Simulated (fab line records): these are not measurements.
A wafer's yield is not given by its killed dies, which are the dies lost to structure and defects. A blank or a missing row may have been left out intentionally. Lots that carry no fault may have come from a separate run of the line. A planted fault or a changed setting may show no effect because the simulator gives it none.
8D (eight disciplines) problem report, filled in by code    flow gf180mcu    the parts of the form that need people (team, actions taken, sign-off) are left out

== 1. PROBLEM STATEMENT ==
Mean NWELL_RS at GF_VT_IMPLANT_RS_MEAS_47: 475.1 ohm/sq over 6 wafers in 2 lots; fault-free wafers: 486.9 ohm/sq, standard deviation 1.2. Relative to the usual mean, that is a shift of -9.8 standard deviations.
The step: measures by four-point-probe.
First observed at day 9 20:58: wafer L625.2, on film-metro-01. The record holds 39 wafers of 13 lots with a number at this step. The rule behind "out" and "out of limits": a value lying over 4 standard deviations away from the usual mean. Any other wafer with a number is counted as sound.

== 2. WHAT IT IS, AND WHAT IT ISN'T ==
question                     is                            is not
which readings at this step  NWELL_RS                      -
which lots                   L625, L626                    L617, L619, L622, L630, L631, L633, L635, L636, L637, L638, L639
which wafers of those lots   all that have a number        -
read on which gauges         film-metro-01, film-metro-02  film-metro-04
when                         from day 9 20:58              up to then (9 sound wafers); but 24 sound wafers of L630, L631, L633, L635, L636, L637, L638, L639 came after

== 3. SUSPECTS, AND WHAT RULES EACH OUT ==
Counting: a tool at a process step up to the reading stays a suspect if it ran every lot that is out and no sound lot after the first of them.
- the gauge at GF_VT_IMPLANT_RS_MEAS_47: ruled out. 2 gauges (film-metro-01, film-metro-02) read the wafers that are out.
- implanter-03 at GF_NWELL_IMPLANT_09: ruled out as a lasting fault. After its first lot that is out, L625 (day 5 03:44), sound lots L636, L637, L638, L639 ran on it.
Left after counting: nothing in the record.

== 4. THE CAUSE (what the simulator had put in) ==
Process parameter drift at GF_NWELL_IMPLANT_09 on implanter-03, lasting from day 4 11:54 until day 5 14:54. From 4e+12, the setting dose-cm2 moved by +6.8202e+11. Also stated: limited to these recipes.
Counting ruled it out, wrongly: the rule takes a fault to strike every lot that its tool runs from its start on, and this one did not.

== 5. THE EFFECT CHAIN, in route order ==
Each row: a reading whose mean over the struck wafers that have a number lies more than 3 standard deviations from the usual. Only readings for which the record gives a usual standard deviation are gone through. hours: the time from each lot's start at the first step in this table that gives one to its start at this step, as a median over the lots. sigmas: the change in usual standard deviations.
hours  step                      reading             usual         on struck wafers  change  sigmas
0      GF_NWELL_IMPLANT_09       dose-ions-cm2       4e+12         5e+12             +7e+11  +99 or more
0      GF_NWELL_IMPLANT_09       faraday-current-uA  22.5          26.7              +4.2    +9.1
115    GF_VT_IMPLANT_RS_MEAS_47  NWELL_RS            486.9 ohm/sq  475.1             -11.8   -9.8
Here are the process steps it includes:
- GF_NWELL_IMPLANT_09

== 6. WHAT WOULD HAVE CAUGHT IT SOONER ==
129 hours passed between the start of the fault at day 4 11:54 and the first reading out of limits at a measuring or inspecting step in this record, taken at day 9 20:58.
At GF_NWELL_IMPLANT_09, the tool's own readings (dose-ions-cm2, faraday-current-uA) were out on each struck wafer the step has a row for, so an alarm limit on them would have fired on the first such wafer.
